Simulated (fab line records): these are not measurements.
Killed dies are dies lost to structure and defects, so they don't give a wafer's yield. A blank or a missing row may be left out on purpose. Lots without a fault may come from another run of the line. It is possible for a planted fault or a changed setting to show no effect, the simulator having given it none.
A struck lot beside a sound one + flow sky130 + 15 steps out of a route of 708
Sound: these wafers, L737.2, L737.4, L737.6. Struck: wafers L743.1, L743.4, L743.6. The cause is named last.
For every step that has rows: the tool of each side, followed by ch and its chambers, followed by its first start. Under that, the readings that differ: sound wafers + struck wafers + difference of the means + sigmas: that difference in standard deviations of wafers without a fault.
alike: words and numbers the same on both sides, and readings whose means are apart by under 2 such deviations; not compared: readings that were withheld, readings missing a value for some wafer, numbers with overlapping values and no deviation given by the record, and bounds like >300 which may hide the same value.
Wherever a step has rows on one side only, a row that says differs or no value, or a row with sigmas, the two part there. Numbers that have no deviation but don't overlap get no sigmas and don't part them. A reading that every wafer of one side lacks parts them only if that side has two wafers or more.

SKY_METAL5_SPUTTER_03: material Ti, target thk 5 nm, time 3.3 s.
  sound on pvd sputter-03 at day 44 06:32; struck on pvd sputter-02 at day 45 15:44
  alike: cathode dc power W, throttle valve pct
SKY_METAL5_SPUTTER_04: material TiN, target thk 70 nm, time 58.3 s.
  sound on pvd sputter-03 at day 44 06:33; struck on pvd sputter-02 at day 45 15:46
  alike: cathode dc power W, throttle valve pct
SKY_METAL5_RS_MEAS_05: uses a four-point probe to measure.
  sound on film metro-03 at day 44 06:37; struck on film metro-02 at day 45 15:49
  alike: METAL5_ALCU_RS
SKY_METAL5_THK_MEAS_06: measures by xrf.
  sound on film metro-03 at day 44 06:44; struck on film metro-02 at day 45 15:56
  alike: METAL5_ALCU_THK
then, 7 steps without rows for these wafers: SKY_METAL5_DEHYDRATE_07 (time 60 s); SKY_METAL5_HMDS_08 (prime time 60 s); SKY_METAL5_COAT_09 (resist thk 1800 nm); SKY_METAL5_SOFTBAKE_10 (time 60 s); SKY_METAL5_EXPOSE_11 (exposes mask MM5, target cd 1600 nm); SKY_METAL5_PEB_12; SKY_METAL5_DEVELOP_13 (develop time 60 s).
SKY_METAL5_DESCUM_14: chemistry O2, time 11 s.
  sound on rie metal-03 ch 0,1, day 45 04:02; struck on rie metal-02 ch 0, day 46 12:25
  alike: drypump motor current A, he backside leak sccm, oes product au, temp c
  not compared: rf hours counter h
SKY_METAL5_METAL_ETCH_15: etches the open film in Cl2/BCl3, stops on SiO2, target depth 1260 nm, time 252 s.
  sound on rie metal-03 ch 0,1, day 45 04:05; struck on rie metal-02 ch 0, day 46 12:27
| reading    | sound             | struck            | difference | sigmas |
|------------|-------------------|-------------------|------------|--------|
| bias w (W) | 48.41 48.83 48.36 | 49.85 49.89 49.74 | +1.29      | +8     |
  alike: drypump motor current A, he backside leak sccm, oes product au, throttle valve pct
  not compared: rf hours counter h
SKY_METAL5_STRIP_16: strips in O2/N2.
  sound on plasma asher-01 ch 0,1, day 45 04:19; struck on plasma asher-02 ch 0,1, day 46 12:41
  alike: drypump motor current A, oes product au, strip time to endpoint s
  not compared: rf hours counter h
SKY_PAD_OPEN_PROBE_99:
  sound on prober-02 at day 47 01:02; struck on prober-02 at day 48 07:12
| reading            | sound    | struck   | difference | sigmas |
|--------------------|----------|----------|------------|--------|
| killed_at_M0_to_M3 | 39 30 42 | 49 59 58 | +18        | +3     |
  alike: defect limited yield, killed_at_M4_up, killed at contacts, killed at front end, killed at other, killed dies, killed open, killed short, sort_bin_3_pad_short, sort_bin_5_function, sort_bin_6_memory, sort n pass, sort yield pct

== WHERE THEY PART ==
Last at SKY_PAD_OPEN_PROBE_99 as far as this record goes, first at SKY_METAL5_METAL_ETCH_15.

WHY: what had been put in by the simulator
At SKY_METAL5_METAL_ETCH_15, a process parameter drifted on rie metal-02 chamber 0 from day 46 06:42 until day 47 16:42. Setting bias w shifted by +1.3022 from 48.5. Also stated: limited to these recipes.
